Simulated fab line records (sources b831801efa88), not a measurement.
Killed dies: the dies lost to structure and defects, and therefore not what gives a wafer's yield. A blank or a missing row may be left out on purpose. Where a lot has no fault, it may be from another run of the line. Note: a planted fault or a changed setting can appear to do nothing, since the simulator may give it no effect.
fab line records    flow sky130
record lots=12  wafers=36  lastDay=50
route steps=708 shown FIELD_ISO@15 VT_ADJUST_HVTP@95 VT_ADJUST_LVTN@117 PAD_OPEN@708
lots that met no fault: taken from a fault-free run of the same line
startH: start of the lot's first displayed wafer, in hours after the record's first day    waitH: hours from the lot's prior step to this one    " repeats the value in the row above    L1.1+2: a row that stands for several wafers    - no value, or no start was given    * or withheld: withheld    < > ~ a bound
route shown NAME@n: NAME is a module with steps in the file, n the number in the route of the first one    usual: average and standard deviation across the fault-free wafers    same: alike in all rows    chamber/n: place in a boat    sites: each site's reading    _std_site: their standard deviation    _edge_site: inner sites' mean taken away from outer sites' mean    radiusMm: how far each site lies from the wafer's centre    mask NAME#n: copy n    behind: the last tool/chamber to shape the wafer    hold: why the lot was held/for how many hours/how that ended    device: whichever transistor did not switch (one of n, p or np)    end of line: the same wafers' tests at the end of the route    for a step that has no rows: nothing shown but its recipe    killed: not the wafer's yield, but the dies lost to structure and defects at the first sort    map: a wafer's dies, x killed, . not, _ none there
set.NAME: the run value of the setting; set.NAME@STEP: its run value at that earlier step    model.NAME: the simulator's own value behind a step, which no gauge read
the route's steps for a sample of lots (tables are steps, rows are wafers)
services: the hour from which a tool's chamber was out of use, counted from the record's first day as startH (under 0 if before that day), plus the number of hours and why
## steps
# step SKY_FIELD_ISO_ETCH_14
# recipe chemistry=N2/H2  target=BARC  ionEnergyEv=200  sourceW=500  biasW=100  pressureMtorr=30  n2FlowSccm=100  h2FlowSccm=200  stopOn=SiO2  timeS=45.9  targetDepthA=600
# usual drypumpMotorCurrentA=5.7/0.54  oesProductAu=0.856/0.0049  runLengthS=74.3/0.38  throttleValvePct=13.225/0.0095
lot.wafer  tool        chamber  startH  waitH  drypumpMotorCurrentA  oesProductAu  rfHoursCounterH  runLengthS  throttleValvePct
L318.1     rieDiel-01  2        29.27   0.1    4.8                   0.856         3                74.6        13.224
L318.4     "           3        "       "      5.8                   0.861         95               74.0        13.230
L318.5     "           3        "       "      5.7                   0.854         -                74.3        13.229
L321.1     rieDiel-03  3        44.97   0.1    4.8                   0.854         172              74.6        13.237
L321.4     "           0        "       "      6.1                   0.850         99               74.4        13.228
L321.6     "           3        "       "      4.8                   0.864         -                74.3        13.227
L322.2     rieDiel-03  2        50.90   0.1    5.7                   0.856         38               74.4        13.212
L322.4     "           3        "       "      4.8                   0.862         172              74.7        13.214
L322.6     "           1        "       "      5.8                   0.850         -                74.4        13.217
L323.2     rieDiel-01  2        54.71   0.1    4.8                   0.857         3                74.9        13.230
L323.4     "           1        "       "      6.4                   0.863         7                73.4        13.235
L323.5     "           1        "       "      6.4                   0.856         -                74.2        13.237
L324.1     rieDiel-03  2        59.86   0.1    5.7                   0.852         38               73.8        13.238
L324.2     "           1        "       "      5.8                   0.855         117              74.3        13.235
L324.3     "           0        "       "      6.1                   0.865         99               74.2        13.220
L328.1     rieDiel-03  3        80.00   0.1    4.8                   0.861         0                74.8        13.215
L328.5     "           2        "       "      5.8                   0.871         -                73.8        13.236
L328.6     "           3        "       "      4.8                   0.853         -                74.9        13.251
L331.2     rieDiel-03  0        95.47   0.1    6.1                   0.861         100              74.2        13.216
L331.5     "           1        "       "      5.8                   0.858         -                74.1        13.220
L331.6     "           0        "       "      6.0                   0.851         -                74.2        13.228
L334.1     rieDiel-03  3        111.35  0.1    4.8                   0.912         1                71.0        13.238
L334.3     "           0        "       "      6.1                   0.919         100              71.0        13.208
L334.4     "           2        "       "      5.8                   0.919         39               71.1        13.226
L335.1     rieDiel-03  3        116.62  0.1    4.8                   0.917         1                71.1        13.213
L335.2     "           1        "       "      5.8                   0.920         118              71.0        13.225
L335.5     "           1        "       "      5.9                   0.919         -                70.9        13.233
L338.1     rieDiel-01  2        136.05  0.1    4.8                   0.857         5                75.4        13.225
L338.2     "           1        "       "      6.4                   0.849         8                73.5        13.240
L338.4     "           3        "       "      5.8                   0.866         97               74.0        13.213
L339.4     rieDiel-01  3        144.31  0.0    5.8                   0.857         97               74.6        13.216
L339.5     "           3        "       "      5.8                   0.842         -                74.0        13.211
L339.6     "           0        "       "      4.9                   0.855         -                74.9        13.223
L341.1     rieDiel-01  3        150.47  0.1    5.8                   0.857         97               74.5        13.220
L341.4     "           0        "       "      4.9                   0.848         6                74.2        13.221
L341.5     "           1        "       "      6.4                   0.847         -                73.8        13.217
# step SKY_VT_ADJUST_HVTP_STRIP_10
# recipe chemistry=O2/N2  powerW=1400  pressureMtorr=1500  platenTempC=withheld  o2FlowSccm=3000  n2FlowSccm=300  overashFraction=0.5
# usual drypumpMotorCurrentA=5.5/0.48  oesProductAu=0.715/0.0042  stripTimeToEndpointS=14.18/0.049
# same overashFraction=0.5
lot.wafer  tool            chamber  startH  waitH  drypumpMotorCurrentA  oesProductAu  rfHoursCounterH  stripTimeToEndpointS
L318.1     plasmaAsher-01  1        123.19  0.1    5.3                   0.713         0                14.27
L318.4     "               0        "       "      5.2                   0.712         -                14.25
L318.5     "               0        "       "      5.2                   0.716         -                14.28
L321.1     plasmaAsher-01  1        140.09  0.1    5.3                   0.711         2                14.17
L321.4     "               0        "       "      5.2                   0.719         -                14.15
L321.6     "               1        "       "      5.3                   0.713         -                14.18
L322.2     plasmaAsher-04  1        148.34  0.1    5.1                   0.715         32               14.19
L322.4     "               0        "       "      5.2                   0.720         -                14.13
L322.6     "               0        "       "      5.2                   0.718         -                14.16
L323.2     plasmaAsher-03  0        151.49  0.1    6.5                   0.712         47               14.13
L323.4     "               1        "       "      5.9                   0.714         -                14.15
L323.5     "               1        "       "      5.9                   0.718         -                14.14
L324.1     plasmaAsher-01  1        157.81  0.1    5.4                   0.711         4                14.15
L324.2     "               0        "       "      5.2                   0.712         4                14.17
L324.3     "               1        "       "      5.3                   0.710         -                14.20
L328.1     plasmaAsher-04  0        184.09  0.1    5.2                   0.723         36               14.21
L328.5     "               1        "       "      5.1                   0.720         -                14.21
L328.6     "               0        "       "      5.2                   0.715         -                14.23
L331.2     plasmaAsher-04  0        208.91  0.1    5.2                   0.707         38               14.14
L331.5     "               0        "       "      5.2                   0.712         -                14.19
L331.6     "               1        "       "      5.1                   0.711         -                14.17
L334.1     plasmaAsher-04  0        222.69  0.1    5.2                   0.720         39               14.18
L334.3     "               1        "       "      5.1                   0.719         -                14.17
L334.4     "               0        "       "      5.2                   0.714         -                14.19
L335.1     plasmaAsher-01  0        229.89  0.1    5.2                   0.722         11               14.28
L335.2     "               1        "       "      5.4                   0.706         11               14.28
L335.5     "               1        "       "      5.4                   0.701         -                14.27
L338.1     plasmaAsher-01  0        251.19  0.1    5.2                   0.713         13               14.22
L338.2     "               1        "       "      5.3                   0.718         13               14.21
L338.4     "               1        "       "      5.3                   0.714         -                14.20
L339.4     plasmaAsher-01  1        260.67  0.1    5.4                   0.723         -                14.19
L339.5     "               0        "       "      5.2                   0.714         -                14.16
L339.6     "               1        "       "      5.4                   0.714         -                14.23
L341.1     plasmaAsher-03  1        277.71  0.1    5.9                   0.715         59               14.12
L341.4     "               0        "       "      6.5                   0.713         -                14.08
L341.5     "               1        "       "      5.9                   0.715         -                14.11
# step SKY_VT_ADJUST_HVTP_TW_MEAS_11
# usual VT_ADJUST_HVTP_TW=1361/13
lot.wafer  tool          chamber  startH  waitH  VT_ADJUST_HVTP_TW
L318.1     filmMetro-02  -        123.29  0.1    1349
L318.4     "             -        "       "      1347
L318.5     "             -        "       "      1347
L321.1     filmMetro-03  -        140.19  0.1    1376
L321.4     "             -        "       "      1378
L321.6     "             -        "       "      1376
L322.2     filmMetro-02  -        148.45  0.1    1343
L322.4     "             -        "       "      1349
L322.6     "             -        "       "      1345
L323.2     filmMetro-02  -        151.60  0.1    1355
L323.4     "             -        "       "      1349
L323.5     "             -        "       "      1364
L324.1     filmMetro-04  -        157.91  0.1    1368
L324.2     "             -        "       "      1374
L324.3     "             -        "       "      1370
L328.1     filmMetro-02  -        184.19  0.1    1357
L328.5     "             -        "       "      1346
L328.6     "             -        "       "      1343
L331.2     filmMetro-03  -        209.02  0.1    1373
L331.5     "             -        "       "      1373
L331.6     "             -        "       "      1378
L334.1     filmMetro-03  -        222.79  0.1    1380
L334.3     "             -        "       "      1379
L334.4     "             -        "       "      1382
L335.1     filmMetro-04  -        229.99  0.1    1352
L335.2     "             -        "       "      1343
L335.5     "             -        "       "      1357
L338.1     filmMetro-02  -        251.29  0.1    1349
L338.2     "             -        "       "      1346
L338.4     "             -        "       "      1352
L339.4     filmMetro-04  -        260.77  0.1    1347
L339.5     "             -        "       "      1347
L339.6     "             -        "       "      1352
L341.1     filmMetro-03  -        277.81  0.1    1376
L341.4     "             -        "       "      1379
L341.5     "             -        "       "      1375
# step SKY_VT_ADJUST_LVTN_STRIP_20
# recipe chemistry=O2/N2  powerW=1400  pressureMtorr=1500  platenTempC=withheld  o2FlowSccm=3000  n2FlowSccm=300  overashFraction=0.5
# usual drypumpMotorCurrentA=5.8/0.47  oesProductAu=0.716/0.0043  stripTimeToEndpointS=14.18/0.042
# same overashFraction=0.5
lot.wafer  tool            chamber  startH  waitH  drypumpMotorCurrentA  oesProductAu  rfHoursCounterH  stripTimeToEndpointS
L318.1     plasmaAsher-02  1        162.12  0.1    6.0                   0.713         50               14.21
L318.4     "               1        "       "      6.0                   0.712         -                14.17
L318.5     "               0        "       "      6.0                   0.721         -                14.20
L321.1     plasmaAsher-04  0        179.74  0.1    5.2                   0.718         35               14.25
L321.4     "               1        "       "      5.1                   0.722         -                14.21
L321.6     "               0        "       "      5.2                   0.715         -                14.22
L322.2     plasmaAsher-02  0        188.77  0.1    5.9                   0.705         53               14.15
L322.4     "               0        "       "      5.9                   0.707         -                14.20
L322.6     "               1        "       "      6.0                   0.713         -                14.18
L323.2     plasmaAsher-02  1        191.87  0.1    6.0                   0.716         53               14.24
L323.4     "               1        "       "      6.0                   0.713         -                14.25
L323.5     "               0        "       "      5.9                   0.713         -                14.22
L324.1     plasmaAsher-03  0        199.37  0.1    6.5                   0.719         52               14.11
L324.2     "               1        "       "      5.9                   0.717         52               14.16
L324.3     "               1        "       "      5.9                   0.713         -                14.19
L328.1     plasmaAsher-03  0        228.22  0.1    6.5                   0.713         54               14.17
L328.5     "               1        "       "      5.9                   0.709         -                14.16
L328.6     "               0        "       "      6.5                   0.711         -                14.15
L331.2     plasmaAsher-04  1        254.82  0.1    5.1                   0.714         42               14.16
L331.5     "               0        "       "      5.2                   0.724         -                14.14
L331.6     "               1        "       "      5.1                   0.708         -                14.16
L334.1     plasmaAsher-03  1        269.72  0.1    5.9                   0.722         59               14.21
L334.3     "               0        "       "      6.5                   0.711         -                14.26
L334.4     "               1        "       "      5.9                   0.712         -                14.23
L335.1     plasmaAsher-03  1        278.82  0.1    5.9                   0.711         59               14.19
L335.2     "               0        "       "      6.5                   0.716         59               14.14
L335.5     "               0        "       "      6.5                   0.720         -                14.13
L338.1     plasmaAsher-04  1        300.42  0.1    5.1                   0.718         47               14.17
L338.2     "               0        "       "      5.2                   0.721         47               14.17
L338.4     "               1        "       "      5.1                   0.717         -                14.15
L339.4     plasmaAsher-03  0        311.15  0.1    6.5                   0.714         -                14.09
L339.5     "               1        "       "      5.9                   0.714         -                14.18
L339.6     "               0        "       "      6.5                   0.712         -                14.15
L341.1     plasmaAsher-04  0        329.57  0.1    5.2                   0.712         48               14.18
L341.4     "               0        "       "      5.2                   0.715         -                14.17
L341.5     "               1        "       "      5.1                   0.717         -                14.17
# step SKY_PAD_OPEN_PROBE_99
# usual killed_at_M0_to_M3=44/7  killed_at_M4_up=3.2/1.8  killedAtContacts=24/5.1  killedAtFrontEnd=15/4.3  killedAtOther=0.3/0.5  killedDies=86/9.6  killedOpen=48/7.1  killedShort=38/6.7
# same grossDies=492  killedAtBackSide=0
lot.wafer  tool       chamber  startH   waitH  killed_at_M0_to_M3  killed_at_M4_up  killedAtContacts  killedAtFrontEnd  killedAtOther  killedDies  killedOpen  killedShort
L322.2     prober-01  -        1101.93  0.1    46                  2                26                18                0              92          48          44
L322.4     prober-01  -        1102.03  0.2    38                  1                31                21                0              91          65          26
L322.6     prober-01  -        1102.13  0.2    46                  3                19                7                 1              76          36          40
L323.2     prober-02  -        1102.41  0.1    60                  7                19                11                0              97          52          45
L323.4     prober-02  -        1102.51  0.2    46                  4                29                16                0              95          48          47
L323.5     prober-02  -        1102.56  0.2    54                  6                25                9                 0              94          52          42
L328.1     prober-01  -        1134.05  0.1    56                  2                29                11                0              98          58          40
L328.5     prober-01  -        1134.25  0.2    52                  2                23                14                1              92          50          42
L328.6     prober-01  -        1134.30  0.2    37                  5                24                11                0              77          45          32
L331.2     prober-02  -        1159.41  0.1    39                  2                23                19                0              83          55          26
L331.5     prober-02  -        1159.56  0.2    38                  3                20                20                0              81          45          36
L331.6     prober-02  -        1159.61  0.2    36                  2                24                12                0              74          39          35
L341.1     prober-02  -        1203.15  0.1    49                  3                27                11                0              90          56          34
L341.4     prober-02  -        1203.30  0.2    34                  3                17                16                0              70          43          27
L341.5     prober-02  -        1203.35  0.2    45                  2                26                10                0              83          44          39
# killed by level:class
L322.2 LI_CONTACT:geometricParticle:open=11 METAL2:geometricParticle:short=10 FIELD_ISO:geometricParticle:open=8 VIA1:geometricParticle:open=8 POLY_GATE:geometricParticle:short=6 VIA2:geometricParticle:open=6 LOCAL_INTERCONNECT:geometricParticle:short=5 VIA1:geometricParticle:short=5
L322.4 CONTACT:geometricParticle:open=15 VIA1:geometricParticle:open=10 FIELD_ISO:geometricParticle:open=9 LI_CONTACT:geometricParticle:open=8 VIA2:geometricParticle:open=8 POLY_GATE:geometricParticle:open=7 METAL2:geometricParticle:short=7 CONTACT:geometricParticle:short=6
L322.6 VIA1:geometricParticle:open=10 METAL2:geometricParticle:short=10 CONTACT:geometricParticle:open=7 LI_CONTACT:geometricParticle:open=5 VIA1:geometricParticle:short=5 CONTACT:geometricParticle:short=4 METAL3:geometricParticle:short=4 VIA2:geometricParticle:short=4
L323.2 VIA1:geometricParticle:open=11 VIA3:geometricParticle:open=9 VIA2:geometricParticle:open=8 METAL1:geometricParticle:short=8 CONTACT:geometricParticle:open=8 METAL2:geometricParticle:short=7 CONTACT:geometricParticle:short=5 VIA1:geometricParticle:short=5
L323.4 VIA2:geometricParticle:open=11 CONTACT:geometricParticle:open=11 VIA1:geometricParticle:open=9 FIELD_ISO:geometricParticle:short=7 CONTACT:geometricParticle:short=7 METAL1:geometricParticle:short=7 LOCAL_INTERCONNECT:geometricParticle:short=6 VIA3:geometricParticle:open=6
L323.5 VIA1:geometricParticle:open=11 CONTACT:geometricParticle:open=10 VIA2:geometricParticle:open=8 VIA3:geometricParticle:open=7 VIA1:geometricParticle:short=6 LI_CONTACT:geometricParticle:open=5 VIA2:geometricParticle:short=5 METAL1:geometricParticle:short=4
L328.1 CONTACT:geometricParticle:open=12 VIA1:geometricParticle:open=11 VIA3:geometricParticle:open=11 VIA2:geometricParticle:open=9 LOCAL_INTERCONNECT:geometricParticle:short=7 VIA1:geometricParticle:short=5 POLY_GATE:geometricParticle:short=4 POLY_GATE:geometricParticle:open=4
L328.5 VIA1:geometricParticle:open=12 LI_CONTACT:geometricParticle:open=7 VIA2:geometricParticle:open=7 VIA3:geometricParticle:open=7 METAL2:geometricParticle:short=6 CONTACT:geometricParticle:open=5 VIA1:geometricParticle:short=5 VIA2:geometricParticle:short=5
L328.6 LI_CONTACT:geometricParticle:open=9 VIA1:geometricParticle:open=8 METAL3:geometricParticle:short=6 CONTACT:geometricParticle:open=6 VIA3:geometricParticle:open=6 METAL1:geometricParticle:short=5 METAL2:geometricParticle:short=4 VIA2:geometricParticle:open=4
L331.2 VIA1:geometricParticle:open=16 CONTACT:geometricParticle:open=10 LI_CONTACT:geometricParticle:open=7 VIA2:geometricParticle:open=6 FIELD_ISO:geometricParticle:open=5 METAL2:geometricParticle:short=5 LOCAL_INTERCONNECT:geometricParticle:short=5 METAL1:geometricParticle:short=4
L331.5 VIA1:geometricParticle:open=11 LOCAL_INTERCONNECT:geometricParticle:short=9 POLY_GATE:geometricParticle:open=7 VIA3:geometricParticle:open=7 CONTACT:geometricParticle:open=7 FIELD_ISO:geometricParticle:open=5 FIELD_ISO:geometricParticle:short=4 VIA2:geometricParticle:short=4
L331.6 LI_CONTACT:geometricParticle:open=9 VIA2:geometricParticle:open=7 CONTACT:geometricParticle:open=5 LI_CONTACT:geometricParticle:short=5 VIA1:geometricParticle:open=5 METAL3:geometricParticle:short=5 METAL1:geometricParticle:short=4 VIA1:geometricParticle:short=4
L341.1 VIA1:geometricParticle:open=12 CONTACT:geometricParticle:open=10 VIA2:geometricParticle:open=9 VIA1:geometricParticle:short=9 VIA3:geometricParticle:open=8 LI_CONTACT:geometricParticle:open=6 LOCAL_INTERCONNECT:geometricParticle:short=5 CONTACT:geometricParticle:short=4
L341.4 VIA1:geometricParticle:open=13 LI_CONTACT:geometricParticle:open=5 POLY_GATE:geometricParticle:short=5 POLY_GATE:geometricParticle:open=5 LOCAL_INTERCONNECT:geometricParticle:short=5 CONTACT:geometricParticle:open=5 VIA3:geometricParticle:open=5 METAL1:geometricParticle:short=4
L341.5 CONTACT:geometricParticle:open=10 VIA1:geometricParticle:open=9 VIA2:geometricParticle:short=8 VIA1:geometricParticle:short=7 LOCAL_INTERCONNECT:geometricParticle:short=6 LI_CONTACT:geometricParticle:short=5 METAL1:geometricParticle:open=4 POLY_GATE:geometricParticle:open=4
## services
tool            chamber  startH  hours  kind
plasmaAsher-04  -        24.82   3.9    repair
plasmaAsher-02  -        38.86   1.1    repair
rieDiel-03      3        58.23   -      clean
rieDiel-03      3        58.23   16.8   scheduledDown
rieDiel-03      3        58.23   16.8   ventCycle
rieDiel-03      0        78.66   6.0    repair
plasmaAsher-01  -        108.75  9.0    pm
plasmaAsher-01  0        108.75  9.0    ventCycle
plasmaAsher-01  1        108.75  9.0    ventCycle
plasmaAsher-01  0        117.75  -      clean
plasmaAsher-01  1        117.75  -      clean
rieDiel-03      -        120.30  0.9    repair
plasmaAsher-04  -        142.21  0.7    repair
rieDiel-03      1        184.54  13.4   repair
plasmaAsher-03  -        191.77  4.0    repair
plasmaAsher-04  -        214.32  2.8    pm
rieDiel-03      2        223.32  8.1    repair
rieDiel-03      3        230.47  3.3    repair
rieDiel-03      0        232.66  8.7    repair
plasmaAsher-01  -        289.07  0.7    repair
plasmaAsher-04  -        309.96  15.6   pm
## key
firstSign step=SKY_FIELD_ISO_ETCH_14  reading=oesProductAu  direction=up  sigmas=13  usual=0.856  struck=0.917
effect step=SKY_FIELD_ISO_ETCH_14  reading=runLengthS  direction=down  sigmas=8.9  usual=*  struck=*
metAt SKY_FIELD_ISO_ETCH_14
struckLots L334,L335
testerLeftOut L334,L335
notActingAt SKY_VT_ADJUST_HVTP_STRIP_10,SKY_VT_ADJUST_HVTP_TW_MEAS_11,SKY_VT_ADJUST_LVTN_STRIP_20
onsetBetween 95.47 111.35
fault kind=processParameterDrift  tool=rieDiel-03  chamber=-  onsetH=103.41  steps=SKY_FIELD_ISO_ETCH_14  channel=timeS  offset=*  shape=step  endH=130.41  actsIn=*  stated=*
# testerLeftOut: of these lots the tester's yield and bins aren't shown, on N5 and GAA mostly nor the transistor test; their killed dies are dies lost to structure and defects alone, not to doping, threshold or leakage, so they don't give the yield
